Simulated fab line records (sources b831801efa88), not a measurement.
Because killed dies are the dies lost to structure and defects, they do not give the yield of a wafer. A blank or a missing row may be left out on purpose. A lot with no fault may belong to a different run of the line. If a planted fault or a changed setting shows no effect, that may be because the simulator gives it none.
Which of the tools did it? + flow gf180mcu + 13 lots, 39 wafers sampled, at 5 steps of a route of 602

## WHAT THE GAUGES READ, wafer by wafer
GF_VT_IMPLANT_TW_MEAS_43. Usual: VT_IMPLANT_4_TW 692, standard deviation 6.7.
| lot  | measured     | on           | VT_IMPLANT_4_TW | flag |
|------|--------------|--------------|-----------------|------|
| L490 | day 7 13:47  | filmMetro-01 | 689 690 688     |      |
| L491 | day 7 23:04  | filmMetro-01 | 688 690 688     |      |
| L492 | day 8 01:56  | filmMetro-02 | 696 692 695     |      |
| L493 | day 8 07:48  | filmMetro-02 | 692 692 694     |      |
| L494 | day 8 15:34  | filmMetro-01 | 694 688 689     |      |
| L495 | day 8 23:36  | filmMetro-04 | 699 698 699     |      |
| L496 | day 9 06:53  | filmMetro-02 | 687 685 684     |      |
| L497 | day 9 12:23  | filmMetro-01 | 683 686 682     |      |
| L504 | day 11 14:11 | filmMetro-01 | 688 687 685     |      |
| L505 | day 11 18:16 | filmMetro-04 | 702 705 701     |      |
| L510 | day 13 04:29 | filmMetro-01 | 685 686 685     |      |
| L511 | day 13 11:52 | filmMetro-01 | 684 686 687     |      |
| L512 | day 13 17:20 | filmMetro-01 | 684 689 684     |      |

GF_HV_LDD_CD_MEAS_31 targets a cd of 400 nm. Usual: cdNm at 399.8 nm, with a standard deviation of 2.
| lot  | measured     | on       | cdNm (nm)         | flag |
|------|--------------|----------|-------------------|------|
| L490 | day 11 14:21 | cdSem-01 | 400.1 398.7 400.7 |      |
| L491 | day 12 00:53 | cdSem-02 | 399.2 399.3 398.3 |      |
| L492 | day 12 03:42 | cdSem-01 | 397.1 399.4 400.9 |      |
| L493 | day 12 10:10 | cdSem-01 | 404.0 401.1 401.6 |      |
| L494 | day 12 19:35 | cdSem-01 | 398.2 397.4 398.0 |      |
| L495 | day 13 05:20 | cdSem-01 | 401.0 399.4 403.5 |      |
| L496 | day 13 14:15 | cdSem-02 | 399.5 396.4 398.5 |      |
| L497 | day 13 21:13 | cdSem-02 | 398.8 398.5 401.5 |      |
| L504 | day 16 06:36 | cdSem-01 | 400.5 401.4 401.4 |      |
| L505 | day 16 10:29 | cdSem-02 | 401.0 402.1 400.3 |      |
| L510 | day 18 02:27 | cdSem-01 | 396.2 398.5 398.2 |      |
| L511 | day 18 08:58 | cdSem-02 | 398.1 397.3 400.2 |      |
| L512 | day 18 16:27 | cdSem-02 | 400.5 402.6 399.8 |      |

GF_HV_LDD_RS_MEAS_53: a four-point-probe measurement. Usual: HV_LDD_RS 418.5 ohm/sq, standard deviation 0.99.
| lot  | measured     | on           | HV_LDD_RS (ohm/sq) | flag |
|------|--------------|--------------|--------------------|------|
| L490 | day 12 11:20 | filmMetro-04 | 418.8 418.4 417.7  |      |
| L491 | day 12 22:32 | filmMetro-02 | 417.0 417.6 417.0  |      |
| L492 | day 13 01:03 | filmMetro-04 | 419.3 418.9 419.0  |      |
| L493 | day 13 07:31 | filmMetro-03 | 418.9 419.8 418.4  |      |
| L494 | day 13 16:32 | filmMetro-02 | 418.8 418.9 417.7  |      |
| L495 | day 14 03:34 | filmMetro-04 | 417.4 417.7 415.9  |      |
| L496 | day 14 12:30 | filmMetro-02 | 417.1 416.8 416.7  |      |
| L497 | day 14 20:10 | filmMetro-02 | 416.7 417.2 417.9  |      |
| L504 | day 17 06:17 | filmMetro-04 | 406.7 406.7 405.9  | OFF  |
| L505 | day 17 10:29 | filmMetro-03 | 408.1 408.0 406.2  | OFF  |
| L510 | day 19 03:12 | filmMetro-03 | 419.1 420.6 420.6  |      |
| L511 | day 19 10:31 | filmMetro-03 | 418.8 418.6 419.9  |      |
| L512 | day 19 18:20 | filmMetro-04 | 418.3 419.3 419.2  |      |

GF_HV_LDD_THK_MEAS_57. Usual: HV_LDD_CVD_56_THK 90.3 nm, standard deviation 0.91.
| lot  | measured     | on           | HV_LDD_CVD_56_THK (nm) | flag |
|------|--------------|--------------|------------------------|------|
| L490 | day 12 13:58 | filmMetro-03 | 88.5 89.2 89.9         |      |
| L491 | day 13 01:09 | filmMetro-02 | 88.8 89.8 89.5         |      |
| L492 | day 13 03:41 | filmMetro-03 | 89.9 90.0 90.4         |      |
| L493 | day 13 10:08 | filmMetro-03 | 90.6 90.7 89.2         |      |
| L494 | day 13 19:08 | filmMetro-03 | 89.9 89.6 89.1         |      |
| L495 | day 14 06:10 | filmMetro-03 | 89.2 89.4 89.0         |      |
| L496 | day 14 15:08 | filmMetro-04 | 89.6 90.5 89.4         |      |
| L497 | day 14 22:48 | filmMetro-04 | 91.8 91.4 91.6         |      |
| L504 | day 17 08:55 | filmMetro-04 | 91.5 92.0 92.1         |      |
| L505 | day 17 13:05 | filmMetro-02 | 90.3 89.5 89.7         |      |
| L510 | day 19 05:50 | filmMetro-02 | 90.9 90.7 90.6         |      |
| L511 | day 19 13:08 | filmMetro-04 | 90.5 91.3 90.8         |      |
| L512 | day 19 20:58 | filmMetro-04 | 91.4 92.5 91.5         |      |

## EACH LOT AND THE TOOL THAT RAN IT (in order: tool; ch and the chambers of the sampled wafers; start)
| lot  | GF_HV_LDD_IMPLANT_33            |
|------|---------------------------------|
| L490 | implanter-04 ch 0, day 11 14:31 |
| L491 | implanter-01 ch 0, day 12 01:04 |
| L492 | implanter-01 ch 0, day 12 03:52 |
| L493 | implanter-02 ch 0, day 12 10:20 |
| L494 | implanter-02 ch 0, day 12 19:46 |
| L495 | implanter-02 ch 0, day 13 05:30 |
| L496 | implanter-01 ch 0, day 13 14:24 |
| L497 | implanter-04 ch 0, day 13 21:23 |
| L504 | implanter-04 ch 0, day 16 06:45 |
| L505 | implanter-04 ch 0, day 16 10:39 |
| L510 | implanter-01 ch 0, day 18 02:36 |
| L511 | implanter-01 ch 0, day 18 09:07 |
| L512 | implanter-02 ch 0, day 18 16:36 |
- GF_HV_LDD_IMPLANT_33

## WHAT THE TOOLS THEMSELVES READ (means of the sampled wafers that have a number; where no wafer has one, the mark that the record gives instead)
GF_HV_LDD_IMPLANT_33. Usual: beamEnergyKeV 60.006, standard deviation 0.016; faradayCurrentUA 42.4, standard deviation 0.82.
| lot  | tool         | beamEnergyKeV | faradayCurrentUA | flag |
|------|--------------|---------------|------------------|------|
| L490 | implanter-04 | 59.998        | 41.9             |      |
| L491 | implanter-01 | 60.025        | 42.6             |      |
| L492 | implanter-01 | 60.007        | 41.8             |      |
| L493 | implanter-02 | 59.994        | 42.3             |      |
| L494 | implanter-02 | 60.004        | 42.5             |      |
| L495 | implanter-02 | 60.009        | 42.5             |      |
| L496 | implanter-01 | 60.008        | 41.8             |      |
| L497 | implanter-04 | 60.022        | 42.7             |      |
| L504 | implanter-04 | 68.525        | 41.8             | OFF  |
| L505 | implanter-04 | 68.541        | 43.0             | OFF  |
| L510 | implanter-01 | 59.993        | 41.3             |      |
| L511 | implanter-01 | 60.008        | 43.2             |      |
| L512 | implanter-02 | 60.001        | 42.3             |      |

## THE ANSWER, worked out from the rows above alone
Rule: lot off if the mean of its wafers having a number is beyond 3 standard deviations from the usual mean. A lot without any number at a reading at which 4 lots or more have one is off too. Any other lot the step has rows for is counted as sound. The gauges are gone through in route order, then the tools' own readings, and for those a lot's mean is taken as printed above. At the first step where some lot is off, the reading lying furthest off is the one used; lots without a number count as furthest.
Off: L504, L505, seen at GF_HV_LDD_RS_MEAS_53 (HV_LDD_RS).
A tool fits if, at a process step before that reading, it ran every lot that is off, and no sound lot after the first of them. Not tried: the gauges at GF_HV_LDD_RS_MEAS_53; whatever is off there is also off at GF_HV_LDD_IMPLANT_33, on other tools, and gauge error can't account for it. One fits: implanter-04 at GF_HV_LDD_IMPLANT_33. A fault onset in the window from L497 (day 13 21:23, its last sound lot) to L504 (day 16 06:45, its first lot off) fits.
On the lots that are off, the tool's own readings at GF_HV_LDD_IMPLANT_33 differ by more than 5 times the standard deviation of the sound lots' means, which bears it out; beamEnergyKeV reads 68.533 there versus 60.006 on the sound lots.

## WHAT THE SIMULATOR PUT IN
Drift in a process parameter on implanter-04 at GF_HV_LDD_IMPLANT_33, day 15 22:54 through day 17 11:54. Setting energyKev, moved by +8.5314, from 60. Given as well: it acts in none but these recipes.
Shown lots that were struck: L504, L505. The same result came from the rule above.
